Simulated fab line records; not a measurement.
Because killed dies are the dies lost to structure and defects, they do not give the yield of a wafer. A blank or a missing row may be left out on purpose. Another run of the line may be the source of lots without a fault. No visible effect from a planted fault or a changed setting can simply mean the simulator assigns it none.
The tool behind it: which one? || flow sky130 || Sampling: 6 lots, 18 wafers, 4 of 708 route steps

== WHAT THE GAUGES SHOWED, per wafer ==
SKY_PASSIVATION_THK_MEAS_03.
{"lot": "L845", "measured": "day 44 20:40", "on": "film-metro-03", "PASSIVATION_CVD_02_THK (nm)": "545 555 546"}
{"lot": "L848", "measured": "day 45 13:47", "on": "film-metro-01", "PASSIVATION_CVD_02_THK (nm)": "535 549 547"}
{"lot": "L850", "measured": "day 46 08:58", "on": "film-metro-02", "PASSIVATION_CVD_02_THK (nm)": "532 539 538"}
{"lot": "L860", "measured": "day 48 18:48", "on": "film-metro-03", "PASSIVATION_CVD_02_THK (nm)": "542 544 546"}
{"lot": "L862", "measured": "day 49 03:34", "on": "film-metro-01", "PASSIVATION_CVD_02_THK (nm)": "529 541 546"}
{"lot": "L865", "measured": "day 49 21:37", "on": "film-metro-03", "PASSIVATION_CVD_02_THK (nm)": "536 548 545"}

== WHAT TOOL EACH LOT RAN ON (gives the tool, then ch and the chambers of the sampled wafers, and finally the start) ==
{"lot": "L845", "SKY_METAL5_SPUTTER_01": "pvd-sputter-02, day 43 21:02", "SKY_METAL5_STRIP_16": "plasma-asher-03 ch 0,1, day 44 19:38", "SKY_METAL5_STRIP_17": "wet-bench-02 ch 3, day 44 19:44"}
{"lot": "L848", "SKY_METAL5_SPUTTER_01": "pvd-sputter-03, day 44 13:58", "SKY_METAL5_STRIP_16": "plasma-asher-01 ch 0,1, day 45 12:46", "SKY_METAL5_STRIP_17": "wet-bench-02 ch 2, day 45 12:53"}
{"lot": "L850", "SKY_METAL5_SPUTTER_01": "pvd-sputter-02, day 45 09:53", "SKY_METAL5_STRIP_16": "plasma-asher-04 ch 0,1, day 46 08:03", "SKY_METAL5_STRIP_17": "wet-bench-02 ch 1, day 46 08:09"}
{"lot": "L860", "SKY_METAL5_SPUTTER_01": "pvd-sputter-02, day 48 00:02", "SKY_METAL5_STRIP_16": "plasma-asher-03 ch 0,1, day 48 17:52", "SKY_METAL5_STRIP_17": "wet-bench-01 ch 3, day 48 17:58"}
{"lot": "L862", "SKY_METAL5_SPUTTER_01": "pvd-sputter-03, day 48 08:10", "SKY_METAL5_STRIP_16": "plasma-asher-01 ch 0,1, day 49 02:40", "SKY_METAL5_STRIP_17": "wet-bench-01 ch 0, day 49 02:44"}
{"lot": "L865", "SKY_METAL5_SPUTTER_01": "pvd-sputter-04, day 49 02:34", "SKY_METAL5_STRIP_16": "plasma-asher-04 ch 0,1, day 49 20:41", "SKY_METAL5_STRIP_17": "wet-bench-01 ch 0, day 49 20:47"}
- SKY_METAL5_SPUTTER_01: material TiN, target thk 20 nm, time 16.7 s.
- SKY_METAL5_STRIP_16: strips in O2/N2.
- SKY_METAL5_STRIP_17: strips in post etch residue remover, time 1200 s.

== THE ANSWER, worked out from the rows above alone ==
Rule: the lots themselves supply what counts as usual. The widest of any qualifying gaps counts: lots, ordered by their means at a reading, are off when they make up no more than a third of the lots, leave a main group of 4 or more, and stand apart from it by 3 or more times the standard deviation of that group's means. The tables above print the reading to a certain number of digits; a main group whose means all agree to those digits is not used. A lot without any number at a reading at which 4 lots or more have one is off too. All remaining lots with rows at the step are treated as sound.
No lot is off at any reading shown: from this, nothing can be told.

== WHAT THE SIMULATOR HAD PUT IN ==
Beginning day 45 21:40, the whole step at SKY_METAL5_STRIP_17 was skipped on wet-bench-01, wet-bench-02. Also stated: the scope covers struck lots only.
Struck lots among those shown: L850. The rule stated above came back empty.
